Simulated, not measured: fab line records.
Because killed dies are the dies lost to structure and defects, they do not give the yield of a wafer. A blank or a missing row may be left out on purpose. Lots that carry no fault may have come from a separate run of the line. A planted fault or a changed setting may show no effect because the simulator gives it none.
Which tool was responsible? ; flow sky130 ; 42 wafers from 14 lots sampled at 4 of the route's 708 steps

## WHAT THE GAUGES READ, wafer by wafer
SKY_CONTACT_BOW_MEAS_05.
lot;measured;on;CONTACT_BOW (um)
L483;day 31 04:50;filmMetro-01;88 84 80
L484;day 31 09:49;filmMetro-01;85 69 86
L485;day 31 22:11;filmMetro-03;84 92 83
L486;day 32 03:30;filmMetro-04;81 78 75
L489;day 33 08:28;filmMetro-04;80 77 75
L490;day 33 19:50;filmMetro-03;89 74 82
L491;day 33 20:37;filmMetro-01;84 86 84
L492;day 34 06:02;filmMetro-01;82 75 69
L493;day 34 09:55;filmMetro-03;81 85 81
L500;day 36 14:35;filmMetro-01;83 69 78
L501;day 37 01:23;filmMetro-01;81 79 82
L502;day 37 03:19;filmMetro-03;81 84 80
L503;day 37 09:16;filmMetro-01;85 92 75
L504;day 37 11:41;filmMetro-03;74 86 80

SKY_METAL1_RS_MEAS_05: uses a four-point probe to measure.
lot;measured;on;METAL1_ALCU_RS (ohm/sq)
L483;day 32 09:56;filmMetro-02;0.1286 0.1288 0.1289
L484;day 32 14:49;filmMetro-02;0.1274 0.1276 0.1257
L485;day 33 02:38;filmMetro-03;0.1270 0.1251 0.1244
L486;day 33 08:25;filmMetro-02;0.1247 0.1270 0.1248
L489;day 34 12:58;filmMetro-02;0.1254 0.1246 0.1252
L490;day 35 00:33;filmMetro-01;0.1287 0.1284 0.1287
L491;day 35 01:34;filmMetro-03;0.1239 0.1250 0.1240
L492;day 35 09:40;filmMetro-01;0.1268 0.1273 0.1279
L493;day 35 13:25;filmMetro-01;0.1260 0.1275 0.1274
L500;day 37 18:17;filmMetro-02;0.1309 0.1287 0.1298
L501;day 38 04:31;filmMetro-02;0.1266 0.1290 0.1266
L502;day 38 05:41;filmMetro-01;0.1263 0.1267 0.1244
L503;day 38 12:59;filmMetro-03;0.1276 0.1289 0.1289
L504;day 38 15:10;filmMetro-01;0.1300 0.1291 0.1295

SKY_VIA1_THK_MEAS_23: measures by xrf.
lot;measured;on;VIA1_W_THK (nm)
L483;day 34 17:53;filmMetro-01;275 277 276
L484;day 34 23:07;filmMetro-02;279 282 281
L485;day 35 10:03;filmMetro-04;282 279 280
L486;day 35 16:32;filmMetro-01;280 280 279
L489;day 36 20:03;filmMetro-04;273 277 280
L490;day 37 08:14;filmMetro-01;273 270 275
L491;day 37 08:40;filmMetro-02;274 274 272
L492;day 37 15:45;filmMetro-02;279 272 278
L493;day 37 19:44;filmMetro-04;274 277 272
L500;day 39 23:16;filmMetro-04;279 282 279
L501;day 40 08:55;filmMetro-02;272 275 274
L502;day 40 09:47;filmMetro-04;277 279 277
L503;day 40 17:19;filmMetro-04;276 276 277
L504;day 40 19:52;filmMetro-04;276 276 276

## TOOL THAT RAN EACH LOT (tool first, then ch and the chambers of the sampled wafers, then the start)
lot;SKY_GATE_OXIDE_SOFTBAKE_06
L483;lithoTrack-03 ch 0, day 14 00:28
L484;lithoTrack-03 ch 0, day 14 06:24
L485;lithoTrack-03 ch 0, day 14 14:48
L486;lithoTrack-04 ch 0, day 14 20:54
L489;lithoTrack-03 ch 0, day 15 21:30
L490;lithoTrack-01 ch 0, day 16 14:47
L491;lithoTrack-03 ch 0, day 16 15:16
L492;lithoTrack-03 ch 0, day 17 04:03
L493;lithoTrack-03 ch 0, day 17 09:07
L500;lithoTrack-01 ch 0, day 19 19:17
L501;lithoTrack-01 ch 0, day 20 09:35
L502;lithoTrack-03 ch 0, day 20 15:54
L503;lithoTrack-04 ch 0, day 20 22:53
L504;lithoTrack-04 ch 0, day 21 01:54
- SKY_GATE_OXIDE_SOFTBAKE_06: time 60 s.

## WHAT THE TOOLS THEMSELVES READ (means of the sampled wafers that have a number; where no wafer has one, the mark that the record gives instead)
SKY_GATE_OXIDE_SOFTBAKE_06.
lot;tool;heaterPowerTotalW (W);plateTempC (C);resistLineTempC (C)
L483;lithoTrack-03;56.59;89.83;22.86
L484;lithoTrack-03;56.58;90.01;23.07
L485;lithoTrack-03;56.58;89.97;22.97
L486;lithoTrack-04;56.56;90.01;22.79
L489;lithoTrack-03;56.61;89.99;22.92
L490;lithoTrack-01;56.58;89.93;22.90
L491;lithoTrack-03;56.59;89.99;22.80
L492;lithoTrack-03;59.03;92.78;23.15
L493;lithoTrack-03;59.01;92.70;23.02
L500;lithoTrack-01;56.59;89.93;22.95
L501;lithoTrack-01;56.61;90.05;22.97
L502;lithoTrack-03;56.62;89.78;22.95
L503;lithoTrack-04;56.60;90.11;23.01
L504;lithoTrack-04;56.62;90.00;22.93

## THE ANSWER, worked out from the rows above alone
Rule: the lots themselves supply what counts as usual. The widest of any qualifying gaps counts: lots, ordered by their means at a reading, are off when they make up no more than a third of the lots, leave a main group of 4 or more, and stand apart from it by 3 or more times the standard deviation of that group's means. A main group whose means are all the same, to the digits that the tables above print for the reading, isn't used. A lot without any number at a reading at which 4 lots or more have one is off too. Where the step has rows for the other lots, those lots are counted as sound. First the gauges in route order, then the tools' own readings, where a lot's mean is used as printed above. The first step at which some lot is off is used, and at that step the reading that is off furthest; a lot without a number counts as furthest.
Off: L492, L493, at SKY_GATE_OXIDE_SOFTBAKE_06 (heaterPowerTotalW). The main group has a mean of 56.59 W with a standard deviation of 0.018.
A tool fits if, at that step or a process step before it, it ran every lot that is off, and no sound lot after the first of them. None of those tried fits.

## WHAT THE SIMULATOR HAD PUT IN
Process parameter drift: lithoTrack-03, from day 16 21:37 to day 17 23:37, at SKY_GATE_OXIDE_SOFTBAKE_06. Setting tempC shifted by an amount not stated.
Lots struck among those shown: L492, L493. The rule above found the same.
